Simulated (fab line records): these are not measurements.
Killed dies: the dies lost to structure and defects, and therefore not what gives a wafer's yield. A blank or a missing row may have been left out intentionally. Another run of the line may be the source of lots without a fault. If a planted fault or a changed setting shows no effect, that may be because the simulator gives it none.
fab line records	flow sky130
record: lots: 6	wafers: 18	last_day: 50
route steps=708 shown CONTACT@414 PAD_OPEN@708
lots that met no fault: from a run of the same line without faults
start_h: hours from the record's opening day to when the first of the lot's shown wafers began	wait_h: time in hours since the lot's previous step	" as in the row above	L1.1+2: one row covering several wafers at once	- value missing, or start not given	* or withheld: withheld	< > ~ a bound
route shown NAME@n: a module of which the file shows steps, and the number in the route of the first	usual: average and standard deviation across the fault-free wafers	same: alike in all rows	chamber/n: place in a boat	sites: the reading at each site	_std_site: standard deviation across them	_edge_site: the outer-site mean with the inner-site mean subtracted	radius_mm: for every site, how far away it sits from the centre of the wafer	mask NAME#n: copy n	behind: the tool/chamber that last shaped the wafer	hold: cause of the lot's hold/its duration in hours/its outcome	device: whichever transistor did not switch (one of n, p or np)	end of line: tests run on the same wafers once the route is complete	a step with no rows: only its recipe	killed: the dies lost at the first sort to structure and to defects; this is not the yield of the wafer	map: dies across one wafer; x = killed, . = not, _ = none there
set.NAME: setting as actually run; set.NAME@STEP: the setting as run at that earlier step	model.NAME: the simulator's own value behind a step, which no gauge read
certain route steps with their lots: each step a table, each wafer a row
services: a tool's chamber out of use, with start hour (start_h, from the record's first day; less than 0 if before it), hours out, and reason
== steps ==
step: SKY_CONTACT_COAT_08
recipe: resist: BARC	temp_c: withheld	time_s: withheld	spin_rpm: 3000	resist_thk_nm: 60
step: SKY_CONTACT_COAT_09
recipe: resist: KrF-thick	spin_rpm: 3000	resist_thk_nm: 450
step: SKY_CONTACT_SOFTBAKE_10
recipe: temp_c: 100	time_s: 90	resist: KrF-thick
step: SKY_CONTACT_EXPOSE_11
recipe: mask_id: CTM1	na: 0.8	source_shape: annular	sigma_inner: 0.55	sigma_outer: 0.85	target_cd_nm: 170	dose_mj: 38
step: SKY_CONTACT_PEB_12
recipe: peb_temp_c: withheld	peb_time_s: withheld	resist: KrF-thick
step: SKY_CONTACT_DEVELOP_13
recipe: develop_time_s: 60	resist: KrF-thick	dev_temp_c: 21
step: SKY_CONTACT_CD_MEAS_14
recipe: target_cd_nm: 170
usual: cd_nm: 169.7/1.6
lot.wafer	tool	chamber	start_h	wait_h	cd_nm
L954.1	cd_sem-02	-	774.72	-	170.1
L954.2	"	-	"	"	168.5
L954.4	"	-	"	"	170.6
L958.2	cd_sem-02	-	810.09	-	170.2
L958.3	"	-	"	"	171.4
L958.6	"	-	"	"	171.8
L965.4	cd_sem-01	-	855.80	-	170.7
L965.5	"	-	"	"	170.4
L965.6	"	-	"	"	170.3
L966.1	cd_sem-01	-	858.12	-	171.8
L966.2	"	-	"	"	170.7
L966.5	"	-	"	"	170.4
L970.3	cd_sem-02	-	887.58	-	169.9
L970.5	"	-	"	"	170.6
L970.6	"	-	"	"	171.8
L971.1	cd_sem-02	-	893.49	-	170.0
L971.4	"	-	"	"	171.9
L971.5	"	-	"	"	169.7
step: SKY_CONTACT_OVL_MEAS_15
usual: CONTACT_OVL: -2/5.4
lot.wafer	tool	chamber	start_h	wait_h	CONTACT_OVL[nm]
L954.1	overlay-01	-	774.84	0.1	5
L954.2	"	-	"	"	0
L954.4	"	-	"	"	0
L958.2	overlay-02	-	810.19	0.1	3
L958.3	"	-	"	"	4
L958.6	"	-	"	"	8
L965.4	overlay-02	-	855.88	0.1	-3
L965.5	"	-	"	"	-7
L965.6	"	-	"	"	-2
L966.1	overlay-02	-	858.24	0.1	-5
L966.2	"	-	"	"	-7
L966.5	"	-	"	"	1
L970.3	overlay-02	-	887.67	0.1	2
L970.5	"	-	"	"	-5
L970.6	"	-	"	"	-2
L971.1	overlay-01	-	893.61	0.1	1
L971.4	"	-	"	"	-3
L971.5	"	-	"	"	4
step: SKY_CONTACT_ETCH_16
recipe: chemistry: N2/H2	target: BARC	ion_energy_ev: 200	source_w: 500	bias_w: 100	pressure_mtorr: 30	n2_flow_sccm: 100	h2_flow_sccm: 200	stop_on: SiO2	time_s: 45.9	target_depth_a: 600
usual: drypump_motor_current_A: 6.0/0.37	oes_product_au: 0.855/0.0045	throttle_valve_pct: 13.223/0.0086
lot.wafer	tool	chamber	start_h	wait_h	drypump_motor_current_A	oes_product_au	rf_hours_counter_h	throttle_valve_pct
L954.1	rie_diel-01	3	774.87	0.0	6.2	0.859	21	13.224
L954.2	"	0	"	"	5.9	0.859	10	13.228
L954.4	"	1	"	"	6.1	0.852	10	13.215
L958.2	rie_diel-04	2	810.22	0.0	5.5	0.856	11	13.221
L958.3	"	1	"	"	6.4	0.854	7	13.228
L958.6	"	3	"	"	5.3	0.851	-	13.236
L965.4	rie_diel-01	1	855.89	0.0	6.2	0.853	13	13.212
L965.5	"	0	"	"	5.9	0.864	-	13.225
L965.6	"	1	"	"	6.2	0.857	-	13.222
L966.1	rie_diel-04	1	858.27	0.0	6.4	0.857	9	13.220
L966.2	"	3	"	"	5.3	0.855	12	13.217
L966.5	"	1	"	"	6.4	0.854	-	13.210
L970.3	rie_diel-04	2	887.69	0.0	5.5	0.854	14	13.229
L970.5	"	3	"	"	5.2	0.855	-	13.230
L970.6	"	0	"	"	6.3	0.857	-	13.224
L971.1	rie_diel-04	0	893.64	0.0	6.4	0.859	8	13.225
L971.4	"	2	"	"	5.5	0.857	14	13.212
L971.5	"	1	"	"	6.4	0.849	-	13.215
step: SKY_CONTACT_ETCH_17
recipe: target: SiO2	chemistry: C4F8/O2/Ar	stop_on: Si3N4	mask_material: KrF-thick	source_w: 1500	bias_w: 1200	pressure_mtorr: 40	c4f8_flow_sccm: withheld	O2_flow_sccm: 6	Ar_flow_sccm: 300	time_s: withheld	target_depth_a: 3400
usual: oes_product_au: 0.892/0.0055
lot.wafer	tool	chamber	start_h	wait_h	oes_product_au
L954.1	rie_diel-01	3	774.91	0.0	0.892
L954.2	"	0	"	"	0.889
L954.4	"	1	"	"	0.895
L958.2	rie_diel-04	2	810.26	0.0	0.891
L958.3	"	1	"	"	0.894
L958.6	"	3	"	"	0.899
L965.4	rie_diel-01	1	855.94	0.0	0.890
L965.5	"	0	"	"	0.880
L965.6	"	1	"	"	0.896
L966.1	rie_diel-04	1	858.31	0.0	0.889
L966.2	"	3	"	"	0.903
L966.5	"	1	"	"	0.889
L970.3	rie_diel-04	2	887.74	0.0	0.889
L970.5	"	3	"	"	0.890
L970.6	"	0	"	"	0.890
L971.1	rie_diel-04	0	893.69	0.0	0.892
L971.4	"	2	"	"	0.893
L971.5	"	1	"	"	0.895
step: SKY_CONTACT_ETCH_18
recipe: target: Si3N4	chemistry: CHF3/O2	stop_on: TiN	source_w: 600	bias_w: 200	pressure_mtorr: 40	chf3_flow_sccm: 50	O2_flow_sccm: 5	time_s: 39	target_depth_a: 750
usual: O2_flow_sccm: 5.000/0.014	drypump_motor_current_A: 5.9/0.37	oes_product_au: 0.856/0.0075	throttle_valve_pct: 8.794/0.0096
lot.wafer	tool	chamber	start_h	wait_h	O2_flow_sccm	drypump_motor_current_A	oes_product_au	rf_hours_counter_h	throttle_valve_pct
L954.1	rie_diel-01	3	-	-	4.983	6.2	0.850	21	8.797
L954.2	"	0	"	"	5.006	5.9	0.858	10	8.776
L954.4	"	1	"	"	4.995	6.1	0.853	10	8.781
L958.2	rie_diel-04	2	-	-	4.988	5.5	0.869	11	8.801
L958.3	"	1	"	"	4.981	6.4	0.845	7	8.792
L958.6	"	3	"	"	5.018	5.3	0.870	-	8.815
L965.4	rie_diel-01	1	-	-	5.020	6.2	0.862	13	8.803
L965.5	"	0	"	"	4.973	5.9	0.868	-	8.800
L965.6	"	1	"	"	5.017	6.1	0.863	-	8.806
L966.1	rie_diel-04	1	-	-	5.004	6.4	0.847	9	8.778
L966.2	"	3	"	"	4.998	5.3	0.845	12	8.785
L966.5	"	1	"	"	5.020	6.3	0.868	-	8.783
L970.3	rie_diel-04	2	-	-	4.987	5.5	0.850	14	8.795
L970.5	"	3	"	"	5.013	5.3	0.844	-	8.791
L970.6	"	0	"	"	5.012	6.4	0.860	-	8.805
L971.1	rie_diel-04	0	-	-	4.980	6.3	0.853	8	8.793
L971.4	"	2	"	"	5.014	5.5	0.864	14	8.802
L971.5	"	1	"	"	4.993	6.4	0.856	-	8.785
step: SKY_CONTACT_STRIP_19
recipe: chemistry: O2/N2	power_w: 1400	pressure_mtorr: 1500	platen_temp_c: withheld	o2_flow_sccm: 3000	n2_flow_sccm: 300	overash_fraction: 0.5
usual: drypump_motor_current_A: 5.36/0.24	oes_product_au: 0.381/0.0053	strip_time_to_endpoint_s: 3.615/0.027
lot.wafer	tool	chamber	start_h	wait_h	drypump_motor_current_A	oes_product_au	rf_hours_counter_h	strip_time_to_endpoint_s
L954.1	plasma_asher-01	1	775.00	-	5.30	0.384	63	3.649
L954.2	"	0	"	"	5.08	0.383	63	3.626
L954.4	"	1	"	"	5.30	0.384	-	3.623
L958.2	plasma_asher-04	1	810.35	-	5.85	0.383	39	3.581
L958.3	"	0	"	"	5.90	0.376	-	3.596
L958.6	"	0	"	"	5.90	0.381	-	3.611
L965.4	plasma_asher-03	1	856.06	-	5.26	0.379	-	3.628
L965.5	"	0	"	"	5.33	0.376	-	3.579
L965.6	"	1	"	"	5.24	0.381	-	3.635
L966.1	plasma_asher-03	0	858.40	-	5.32	0.382	104	3.601
L966.2	"	1	"	"	5.26	0.386	104	3.645
L966.5	"	1	"	"	5.24	0.387	-	3.586
L970.3	plasma_asher-04	0	887.86	-	5.90	0.381	-	3.570
L970.5	"	0	"	"	5.91	0.385	-	3.629
L970.6	"	1	"	"	5.87	0.377	-	3.560
L971.1	plasma_asher-04	0	893.78	-	5.90	0.373	46	3.588
L971.4	"	0	"	"	5.91	0.372	-	3.562
L971.5	"	1	"	"	5.86	0.380	-	3.612
step: SKY_CONTACT_STRIP_20
recipe: chemistry: post_etch_residue_remover	time_s: 1200	temp_c: 72.5
usual: bath_guard_temp_C: 72.9/0.64	temp_c: 72.48/0.11
lot.wafer	tool	chamber	start_h	wait_h	bath_guard_temp_C	temp_c
L954.1	wet_bench-03	0	775.10	0.1	72.9	72.50
L954.2	"	0	"	"	72.7	72.45
L954.4	"	0	"	"	72.9	72.40
L958.2	wet_bench-02	2	810.45	0.1	72.0	72.66
L958.3	"	2	"	"	72.0	72.57
L958.6	"	2	"	"	72.1	72.49
L965.4	wet_bench-02	1	856.13	0.0	77.3	76.01
L965.5	"	1	"	"	77.5	76.14
L965.6	"	1	"	"	77.3	76.07
L966.1	wet_bench-02	1	858.50	0.1	77.3	76.03
L966.2	"	1	"	"	77.0	75.91
L966.5	"	1	"	"	77.3	75.97
L970.3	wet_bench-03	3	887.93	0.0	73.5	72.21
L970.5	"	3	"	"	73.4	72.18
L970.6	"	3	"	"	73.3	72.32
L971.1	wet_bench-03	0	893.88	0.1	72.5	72.58
L971.4	"	0	"	"	73.0	72.48
L971.5	"	0	"	"	72.6	72.61
step: SKY_CONTACT_CLEAN_21
recipe: chemistry: IPA	time_s: 180	temp_c: 25
step: SKY_PAD_OPEN_PROBE_99
usual: killed_at_M0_to_M3: 42/6.7	killed_at_M4_up: 3.0/1.9	killed_at_contacts: 24/5.3	killed_at_front_end: 16/4.3	killed_at_other: 0.4/0.71	killed_dies: 85/9.6	killed_open: 46/6.5	killed_short: 39/6.7
same: gross_dies: 492	killed_at_back_side: 0
lot.wafer	tool	chamber	start_h	wait_h	killed_at_M0_to_M3	killed_at_M4_up	killed_at_contacts	killed_at_front_end	killed_at_other	killed_dies	killed_open	killed_short
L954.1	prober-01	-	1117.15	0.1	39	4	31	27	0	101	52	49
L954.2	prober-01	-	1117.20	0.1	45	4	22	15	0	86	53	33
L954.4	prober-01	-	1117.30	0.2	36	3	25	17	1	82	42	40
L958.2	prober-01	-	1142.51	0.1	30	2	25	11	0	68	39	29
L958.3	prober-01	-	1142.56	0.2	44	2	27	16	0	89	53	36
L958.6	prober-01	-	1142.71	0.2	45	3	23	17	0	88	51	37
L965.4	prober-01	-	1176.82	0.2	38	0	24	12	0	74	33	40
L965.5	prober-01	-	1176.87	0.2	45	4	26	21	1	97	49	45
L965.6	prober-01	-	1176.92	0.2	42	4	38	15	0	99	52	47
L966.1	prober-01	-	1178.54	0.1	32	0	36	10	0	78	45	33
L966.2	prober-01	-	1178.59	0.1	35	2	24	18	0	79	47	32
L966.5	prober-01	-	1178.74	0.2	40	3	31	14	0	88	56	32
L970.3	prober-01	-	1196.51	0.2	42	2	31	14	0	89	53	36
L970.5	prober-01	-	1196.61	0.2	40	2	22	18	0	82	47	35
L970.6	prober-01	-	1196.66	0.2	58	3	15	13	0	89	54	35
L971.1	prober-02	-	1198.00	0.1	57	1	30	27	0	115	51	63
L971.4	prober-02	-	1198.15	0.2	48	1	26	20	0	95	51	43
L971.5	prober-02	-	1198.20	0.2	45	2	24	18	0	89	48	41
killed by level:class
L954.1 METAL1:geometric_particle:short=13 LI_CONTACT:geometric_particle:open=11 VIA1:geometric_particle:open=9 VIA2:geometric_particle:open=8 CONTACT:geometric_particle:short=8 FIELD_ISO:geometric_particle:short=7 POLY_GATE:geometric_particle:short=7 FIELD_ISO:geometric_particle:open=6
L954.2 VIA1:geometric_particle:open=12 LI_CONTACT:geometric_particle:open=10 CONTACT:geometric_particle:open=7 VIA1:geometric_particle:short=6 METAL2:geometric_particle:short=5 VIA2:geometric_particle:open=5 VIA3:geometric_particle:open=5 POLY_GATE:geometric_particle:open=4
L954.4 VIA1:geometric_particle:open=9 LI_CONTACT:geometric_particle:open=8 CONTACT:geometric_particle:short=8 CONTACT:geometric_particle:open=6 VIA2:geometric_particle:open=6 POLY_GATE:geometric_particle:open=5 POLY_GATE:geometric_particle:short=5 VIA3:geometric_particle:open=5
L958.2 CONTACT:geometric_particle:open=11 VIA1:geometric_particle:open=9 LI_CONTACT:geometric_particle:open=6 METAL1:geometric_particle:short=6 VIA1:geometric_particle:short=4 VIA3:geometric_particle:open=4 FIELD_ISO:geometric_particle:short=3 LOCAL_INTERCONNECT:geometric_particle:short=3
L958.3 VIA1:geometric_particle:open=15 CONTACT:geometric_particle:open=10 VIA3:geometric_particle:open=8 LI_CONTACT:geometric_particle:open=6 POLY_GATE:geometric_particle:short=5 METAL1:geometric_particle:short=5 VIA1:geometric_particle:short=4 FIELD_ISO:geometric_particle:open=4
L958.6 VIA3:geometric_particle:open=10 CONTACT:geometric_particle:open=8 VIA2:geometric_particle:open=7 POLY_GATE:geometric_particle:open=7 LI_CONTACT:geometric_particle:open=6 METAL1:geometric_particle:short=5 VIA2:geometric_particle:short=5 CONTACT:geometric_particle:short=4
L965.4 CONTACT:geometric_particle:open=9 METAL2:geometric_particle:short=7 VIA2:geometric_particle:open=7 CONTACT:geometric_particle:short=6 LOCAL_INTERCONNECT:geometric_particle:short=6 VIA1:geometric_particle:short=5 POLY_GATE:geometric_particle:short=4 METAL1:geometric_particle:short=4
L965.5 VIA1:geometric_particle:open=12 LI_CONTACT:geometric_particle:open=7 LOCAL_INTERCONNECT:geometric_particle:short=7 VIA2:geometric_particle:open=6 CONTACT:geometric_particle:open=6 VIA3:geometric_particle:open=6 POLY_GATE:geometric_particle:open=5 METAL2:geometric_particle:short=5
L965.6 CONTACT:geometric_particle:open=11 VIA3:geometric_particle:open=10 LI_CONTACT:geometric_particle:open=9 VIA1:geometric_particle:open=8 METAL1:geometric_particle:short=7 CONTACT:geometric_particle:short=6 FIELD_ISO:geometric_particle:short=5 LOCAL_INTERCONNECT:geometric_particle:short=5
L966.1 CONTACT:geometric_particle:open=12 VIA3:geometric_particle:open=10 CONTACT:geometric_particle:short=8 FIELD_ISO:geometric_particle:open=6 LI_CONTACT:geometric_particle:short=5 LI_CONTACT:geometric_particle:open=5 LOCAL_INTERCONNECT:geometric_particle:short=5 METAL2:geometric_particle:short=5
L966.2 VIA1:geometric_particle:open=12 CONTACT:geometric_particle:open=11 POLY_GATE:geometric_particle:short=9 LI_CONTACT:geometric_particle:open=5 VIA2:geometric_particle:open=5 FIELD_ISO:geometric_particle:short=3 LOCAL_INTERCONNECT:geometric_particle:short=3 VIA3:geometric_particle:open=3
L966.5 LI_CONTACT:geometric_particle:open=14 VIA2:geometric_particle:open=11 CONTACT:geometric_particle:open=9 VIA3:geometric_particle:open=8 VIA1:geometric_particle:open=6 LOCAL_INTERCONNECT:geometric_particle:short=5 FIELD_ISO:geometric_particle:short=4 VIA1:geometric_particle:short=4
L970.3 CONTACT:geometric_particle:open=15 VIA3:geometric_particle:open=10 FIELD_ISO:geometric_particle:open=8 METAL1:geometric_particle:short=7 LI_CONTACT:geometric_particle:short=6 VIA1:geometric_particle:open=6 FIELD_ISO:geometric_particle:short=4 METAL2:geometric_particle:short=4
L970.5 VIA1:geometric_particle:open=15 CONTACT:geometric_particle:open=7 FIELD_ISO:geometric_particle:short=6 LI_CONTACT:geometric_particle:open=6 CONTACT:geometric_particle:short=6 VIA3:geometric_particle:open=5 FIELD_ISO:geometric_particle:open=4 POLY_GATE:geometric_particle:short=4
L970.6 VIA1:geometric_particle:open=17 VIA2:geometric_particle:open=7 CONTACT:geometric_particle:open=6 METAL1:geometric_particle:short=6 METAL2:geometric_particle:short=6 VIA3:geometric_particle:open=6 VIA3:geometric_particle:short=5 FIELD_ISO:geometric_particle:open=4
L971.1 CONTACT:geometric_particle:open=10 VIA3:geometric_particle:short=9 VIA2:geometric_particle:open=8 METAL2:geometric_particle:short=8 FIELD_ISO:geometric_particle:open=7 POLY_GATE:geometric_particle:short=7 LI_CONTACT:geometric_particle:open=7 METAL1:geometric_particle:short=7
L971.4 VIA1:geometric_particle:open=17 METAL1:geometric_particle:short=7 POLY_GATE:geometric_particle:short=6 LI_CONTACT:geometric_particle:open=6 CONTACT:geometric_particle:open=6 VIA3:geometric_particle:open=6 LI_CONTACT:geometric_particle:short=5 LOCAL_INTERCONNECT:geometric_particle:short=5
L971.5 POLY_GATE:geometric_particle:open=10 CONTACT:geometric_particle:open=9 VIA1:geometric_particle:open=7 LI_CONTACT:geometric_particle:open=7 METAL3:geometric_particle:short=7 VIA3:geometric_particle:open=7 METAL2:geometric_particle:short=5 METAL1:geometric_particle:short=5
== services ==
tool	chamber	start_h	hours	kind
wet_bench-03	-	754.07	3.5	repair
rie_diel-04	-	769.43	0.6	repair
rie_diel-01	-	795.44	0.2	repair
rie_diel-01	2	797.60	1.7	repair
wet_bench-02	-	804.47	1.6	repair
plasma_asher-04	-	824.86	14.6	pm
plasma_asher-03	-	838.77	1.8	repair
rie_diel-04	2	862.39	2.2	repair
wet_bench-03	-	873.27	1.8	repair
rie_diel-01	2	874.73	5.6	repair
plasma_asher-03	-	884.55	4.4	repair
== key ==
first_sign: step: SKY_CONTACT_STRIP_20	reading: temp_c	direction: up	sigmas: 31	usual: *	struck: *
effect: step: SKY_CONTACT_STRIP_20	reading: bath_guard_temp_C	direction: up	sigmas: 6.9	usual: *	struck: *
met_at SKY_CONTACT_STRIP_20
struck_wafers L965.4,L965.5,L965.6,L966.1,L966.2,L966.5
tester_left_out L965,L966
onset_between 810.45 856.13
fault: kind: process_parameter_drift	tool: wet_bench-02	chamber: -	onset_h: 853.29	steps: SKY_CONTACT_STRIP_20	channel: temp_c	offset: *	shape: step	end_h: 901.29	acts_in: *	stated: *
tester_left_out: of these lots the tester's yield and bins aren't shown, on N5 and GAA mostly nor the transistor test; their killed dies are dies lost to structure and defects alone, not to doping, threshold or leakage, so they don't give the yield
